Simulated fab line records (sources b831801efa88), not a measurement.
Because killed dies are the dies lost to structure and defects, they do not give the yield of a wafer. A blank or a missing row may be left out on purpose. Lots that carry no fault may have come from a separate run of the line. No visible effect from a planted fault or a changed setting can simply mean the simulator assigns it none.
fab line records | flow gf180mcu
record lots=12 wafers=35 last-day=34
route steps=602 shown V2@398 M3@413 V3@433
lots that met no fault: taken from a fault-free run of the same line
start-h: the number of hours between the record's first day and the start of the first shown wafer of the lot | wait-h: hours from the lot's prior step to this one | " repeats the value in the row above | L1.1+2: several wafers, shown together as one row | - value missing, or start not given | * or withheld: withheld | < > ~ a bound
route shown NAME@n: names a module that has steps shown in the file, with the first one's number in the route | usual: average and standard deviation across the fault-free wafers | same: alike in all rows | chamber/n: place in a boat | sites: readings site by site | _std_site: standard deviation across them | _edge_site: inner sites' mean taken away from outer sites' mean | radius-mm: for every site, how far away it sits from the centre of the wafer | mask NAME#n: copy n | behind: the most recent tool/chamber to have shaped the wafer | hold: why the lot was held/for how many hours/how that ended | device: whichever transistor did not switch (one of n, p or np) | end of line: tests of these same wafers at the route's end | where a step has no rows: the recipe by itself | killed: dies lost to structure and defects at the first sort, not the wafer's yield | map: the dies of a wafer, with x for killed, . for not killed, _ for no die there
set.NAME: the run value of the setting; set.NAME@STEP: its run value at that earlier step | model.NAME: the simulator's own value behind a step, which no gauge read
steps of the route over a sample of lots; a table a step, a row a wafer
services: when a tool's chamber went out of use (start-h, in hours from the record's first day, below 0 if earlier), for how many hours, and the reason
## steps
# step GF_V2_ETCH_16
# recipe chemistry=N2/H2 target-depth-a=withheld overetch-a=withheld time-s=withheld target=BARC ion-energy-ev=200 source-w=500 bias-w=100 pressure-mtorr=30 n2-flow-sccm=100 h2-flow-sccm=200
# usual drypump-motor-current-A=5.9/0.34 oes-product-au=0.854/0.0051 throttle-valve-pct=13.223/0.01
# columns lot.wafer tool chamber start-h wait-h drypump-motor-current-A oes-product-au throttle-valve-pct
L214.3 rie-diel-02 0 469.61 0.0 5.6 0.852 13.221
L214.4 " 1 " " 5.7 0.851 13.226
L214.6 " 2 " " 6.7 0.849 13.215
L215.2 rie-diel-01 2 477.54 0.0 6.3 0.857 13.222
L215.4 " 0 " " 6.1 0.853 13.237
L215.5 " 1 " " 5.8 0.860 13.235
L216.3 rie-diel-02 3 479.71 0.0 5.8 0.856 13.221
L216.5 " 1 " " 5.7 0.864 13.209
L216.6 " 2 " " 6.7 0.851 13.206
L218.1 rie-diel-02 3 497.34 0.0 5.8 0.853 13.203
L218.3 " 2 " " 6.7 0.857 13.223
L218.4 " 0 " " 5.6 0.852 13.218
L219.2 rie-diel-02 2 511.54 0.0 6.7 0.858 13.213
L219.3 " 1 " " 5.7 0.857 13.236
L219.5 " 0 " " 5.6 0.849 13.235
L220.2 rie-diel-01 2 521.66 0.0 6.3 0.847 13.236
L220.6 " 1 " " 5.7 0.863 13.228
L229.1 rie-diel-01 3 593.30 0.0 6.0 0.857 13.228
L229.4 " 2 " " 6.3 0.861 13.233
L229.6 " 3 " " 6.0 0.844 13.229
L232.1 rie-diel-02 0 609.54 0.0 5.7 0.858 13.240
L232.2 " 1 " " 5.7 0.859 13.209
L232.4 " 3 " " 5.8 0.858 13.219
L233.3 rie-diel-02 0 623.49 0.0 5.7 0.856 13.233
L233.4 " 3 " " 5.8 0.850 13.235
L233.6 " 3 " " 5.8 0.852 13.213
L234.3 rie-diel-01 1 623.66 0.0 5.7 0.852 13.229
L234.4 " 0 " " 6.1 0.860 13.214
L234.5 " 2 " " 6.3 0.855 13.222
L235.1 rie-diel-04 1 632.04 0.0 5.5 0.856 13.216
L235.2 " 2 " " 6.0 0.857 13.235
L235.6 " 0 " " 5.5 0.845 13.236
L236.1 rie-diel-01 1 638.09 0.0 5.7 0.848 13.227
L236.5 " 3 " " 6.0 0.846 13.206
L236.6 " 2 " " 6.3 0.852 13.223
# step GF_M3_SPUTTER_04
# recipe material=TiN target-thk-nm=50 power-w=6500 time-s=41.7 chamber-pressure-pa=0.4
# usual cathode-dc-power-W=6499.9/1.4 throttle-valve-pct=30.4/1.1
# columns lot.wafer tool chamber start-h wait-h cathode-dc-power-W throttle-valve-pct
L214.3 pvd-sputter-02 - 471.16 0.0 6501.1 31.1
L214.4 " - " " 6500.9 32.7
L214.6 " - " " 6501.1 30.2
L215.2 pvd-sputter-02 - 479.28 0.0 6498.4 31.2
L215.4 " - " " 6501.5 32.5
L215.5 " - " " 6499.8 31.1
L216.3 pvd-sputter-01 - 481.39 0.0 6499.6 29.1
L216.5 " - " " 6499.1 30.1
L216.6 " - " " 6501.5 30.3
L218.1 pvd-sputter-03 - 498.88 0.0 6503.8 31.3
L218.3 " - " " 6497.1 30.5
L218.4 " - " " 6499.2 31.3
L219.2 pvd-sputter-01 - 513.08 0.0 6501.0 29.8
L219.3 " - " " 6499.2 29.2
L219.5 " - " " 6500.0 30.5
L220.2 pvd-sputter-01 - 523.19 0.0 6499.8 29.8
L220.6 " - " " 6503.4 30.0
L229.1 pvd-sputter-03 - 594.84 0.0 6502.2 30.3
L229.4 " - " " 6500.3 31.2
L229.6 " - " " 6499.2 31.4
L232.1 pvd-sputter-03 - 611.19 0.0 6499.2 27.7
L232.2 " - " " 6500.0 30.5
L232.4 " - " " 6496.8 31.1
L233.3 pvd-sputter-03 - 625.03 0.0 6499.1 27.7
L233.4 " - " " 6499.1 31.2
L233.6 " - " " 6499.8 31.7
L234.3 pvd-sputter-01 - 625.24 0.0 6500.1 30.8
L234.4 " - " " 6499.5 28.9
L234.5 " - " " 6499.6 29.9
L235.1 pvd-sputter-01 - 633.64 0.0 6499.4 29.1
L235.2 " - " " 6501.7 30.0
L235.6 " - " " 6499.4 29.0
L236.1 pvd-sputter-01 - 639.93 0.0 6499.8 29.2
L236.5 " - " " 6500.2 30.0
L236.6 " - " " 6499.3 30.3
# step GF_V3_CMP_04
# recipe material=SiO2 down-force-psi=4 platen-rpm=60 pad-velocity-m-s=0.94248
# usual head-pressure-psi=4.000/0.0084 motor-current-A=11.9/0.8 time-to-endpoint-s=81/5.2
# columns lot.wafer tool chamber start-h wait-h head-pressure-psi motor-current-A time-to-endpoint-s
L214.4 cmp-01 2 496.27 0.1 4.004 11.2 78
L214.3 " 3 " " 3.998 12.1 76
L214.6 " 0 " " 3.997 11.5 88
L215.2 cmp-02 2 504.06 0.0 3.992 12.8 75
L215.4 " 1 " " 3.996 12.7 77
L215.5 " 3 " " 3.995 12.6 86
L216.3 cmp-02 1 506.16 0.2 4.004 12.0 81
L216.5 " 2 " " 3.999 12.1 84
L216.6 " 3 " " 4.016 12.5 86
L218.4 cmp-02 1 523.62 0.0 3.994 12.9 81
L218.1 " 3 " " 3.998 13.3 79
L218.3 " 0 " " 3.990 11.4 58
L219.3 cmp-02 1 537.41 0.1 3.994 12.5 49
L219.2 " 2 " " 4.014 12.6 48
L219.5 " 1 " " 4.012 12.2 79
L220.2 cmp-02 3 547.60 0.1 4.006 12.4 56
L220.6 " 1 " " 3.998 11.9 83
L229.1 cmp-02 0 616.65 0.1 4.003 11.3 75
L229.4 " 2 " " 4.003 12.3 87
L229.6 " 1 " " 4.001 12.8 77
L232.1 cmp-02 2 632.55 0.1 4.001 12.4 80
L232.4 " 3 " " 3.997 13.4 79
L232.2 " 0 " " 4.009 11.4 73
L233.4 cmp-02 1 646.01 0.0 3.994 12.8 85
L233.3 " 3 " " 3.992 12.8 77
L233.6 " 2 " " 3.986 12.3 78
L234.3 cmp-02 2 646.66 0.4 4.000 12.3 86
L234.4 " 0 " " 3.999 10.8 83
L234.5 " 1 " " 3.995 12.7 81
L235.2 cmp-02 0 654.39 0.1 4.007 10.5 74
L235.1 " 1 " " 3.990 12.0 72
L235.6 " 3 " " 3.995 13.0 87
L236.1 cmp-02 1 660.96 0.1 3.986 12.3 81
L236.6 " 3 " " 3.997 12.9 90
L236.5 " 0 " " 3.998 10.7 90
# step GF_V3_ETCH_17
# recipe chemistry=C4F8/O2/Ar mask-material=KrF target=SiO2 stop-on=TiN source-w=1500 bias-w=1200 pressure-mtorr=40 c4f8-flow-sccm=withheld O2_flow_sccm=6 Ar_flow_sccm=300 time-s=withheld target-depth-a=6350
# usual oes-product-au=0.856/0.0044
# columns lot.wafer tool chamber start-h wait-h oes-product-au
L214.3 rie-diel-04 3 - - 0.851
L214.4 " 2 " " 0.850
L214.6 " 3 " " 0.853
L215.2 rie-diel-04 3 - - 0.853
L215.4 " 2 " " 0.857
L215.5 " 1 " " 0.853
L216.3 rie-diel-03 3 - - 0.857
L216.5 " 3 " " 0.856
L216.6 " 2 " " 0.850
L218.1 rie-diel-04 0 - - 0.857
L218.3 " 3 " " 0.903
L218.4 " 2 " " 0.847
L219.2 rie-diel-02 3 - - 0.912
L219.3 " 2 " " 0.898
L219.5 " 3 " " 0.866
L220.2 rie-diel-02 3 - - 0.902
L220.6 " 0 " " 0.853
L229.1 rie-diel-02 0 - - 0.850
L229.4 " 0 " " 0.850
L229.6 " 3 " " 0.849
L232.1 rie-diel-02 1 - - 0.851
L232.2 " 2 " " 0.849
L232.4 " 0 " " 0.863
L233.3 rie-diel-02 2 - - 0.854
L233.4 " 0 " " 0.855
L233.6 " 0 " " 0.856
L234.3 rie-diel-03 2 - - 0.853
L234.4 " 3 " " 0.853
L234.5 " 2 " " 0.858
L235.1 rie-diel-03 3 - - 0.866
L235.2 " 1 " " 0.859
L235.6 " 3 " " 0.851
L236.1 rie-diel-02 0 - - 0.855
L236.5 " 1 " " 0.854
L236.6 " 2 " " 0.860
# step GF_V3_SPUTTER_22
# recipe material=TiN target-thk-nm=10 chamber-pressure-pa=5 power-w=4000 time-s=40
# usual cathode-dc-power-W=4000.0/0.78 throttle-valve-pct=30.2/1.1
# columns lot.wafer tool chamber start-h wait-h cathode-dc-power-W throttle-valve-pct
L214.3 pvd-sputter-04 - 520.79 0.0 3999.3 31.3
L214.4 " - " " 3999.9 28.9
L214.6 " - " " 3999.0 28.9
L215.2 pvd-sputter-02 - 527.84 0.0 4001.1 29.9
L215.4 " - " " 3999.2 31.1
L215.5 " - " " 4000.8 29.7
L216.3 pvd-sputter-04 - 530.51 0.0 4000.3 29.5
L216.5 " - " " 3999.2 28.8
L216.6 " - " " 3999.9 29.6
L218.1 pvd-sputter-01 - 547.77 0.0 4000.8 31.0
L218.3 " - " " 3999.9 30.3
L218.4 " - " " 4000.2 30.7
L219.2 pvd-sputter-04 - 561.06 0.0 4000.3 29.8
L219.3 " - " " 3999.6 29.6
L219.5 " - " " 3999.7 29.9
L220.2 pvd-sputter-01 - 570.64 0.0 4000.5 29.4
L220.6 " - " " 4000.4 29.3
L229.1 pvd-sputter-04 - 638.48 0.0 3998.9 28.7
L229.4 " - " " 4000.2 31.6
L229.6 " - " " 4000.2 29.4
L232.1 pvd-sputter-02 - 653.10 0.0 4001.1 30.6
L232.2 " - " " 3999.9 29.7
L232.4 " - " " 3999.8 32.5
L233.3 pvd-sputter-02 - 666.74 0.0 3999.2 30.3
L233.4 " - " " 4001.0 29.9
L233.6 " - " " 4000.5 30.3
L234.3 pvd-sputter-02 - 667.84 0.0 4000.1 29.7
L234.4 " - " " 4000.5 29.9
L234.5 " - " " 3999.8 32.5
L235.1 pvd-sputter-04 - 674.54 0.0 4002.3 28.8
L235.2 " - " " 3999.7 29.4
L235.6 " - " " 3999.1 29.5
L236.1 pvd-sputter-04 - 681.73 0.0 4000.2 28.7
L236.5 " - " " 4000.6 29.5
L236.6 " - " " 3999.9 31.3
## services
# columns tool chamber start-h hours kind
rie-diel-03 0 447.07 6.2 repair
cmp-01 - 451.66 4.0 pm
cmp-02 - 451.89 1.0 repair
pvd-sputter-01 - 456.75 23.6 repair
pvd-sputter-04 - 473.60 0.8 repair
rie-diel-03 2 475.08 2.8 repair
pvd-sputter-02 - 491.38 2.0 repair
rie-diel-01 1 506.38 11.9 repair
cmp-02 - 514.07 0.3 repair
rie-diel-03 - 555.13 28.1 pm
cmp-02 - 572.00 4.0 pm
rie-diel-04 - 578.12 10.9 repair
rie-diel-03 2 588.51 30.4 repair
rie-diel-01 3 594.67 22.1 repair
rie-diel-03 1 598.41 11.7 repair
pvd-sputter-02 - 623.37 4.4 repair
pvd-sputter-02 - 628.58 6.3 repair
pvd-sputter-01 - 636.76 1.4 repair
rie-diel-02 2 637.44 5.2 repair
cmp-02 - 638.57 1.8 repair
rie-diel-04 - 650.37 2.8 pm
rie-diel-02 3 672.88 9.9 repair
rie-diel-02 - 676.60 2.9 repair
rie-diel-02 - 678.99 0.5 repair
## key
first-sign step=GF_V3_CMP_04 reading=time-to-endpoint-s direction=down sigmas=5.4 usual=* struck=*
effect step=GF_V3_ETCH_17 reading=oes-product-au direction=up sigmas=11 usual=0.856 struck=0.904
met-at GF_V3_CMP_04
struck-lots L218,L219,L220
struck-wafers L218.3,L219.2,L219.3,L220.2
not-acting-at GF_V2_ETCH_16,GF_M3_SPUTTER_04,GF_V3_SPUTTER_22
onset-between 506.16 523.62
fault kind=process-parameter-drift tool=cmp-02 chamber=- onset-h=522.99 steps=GF_V3_CMP_04 channel=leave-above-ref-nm offset=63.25 shape=step end-h=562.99 scope=struck-wafers-only acts-in=these-recipes-only stated=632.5
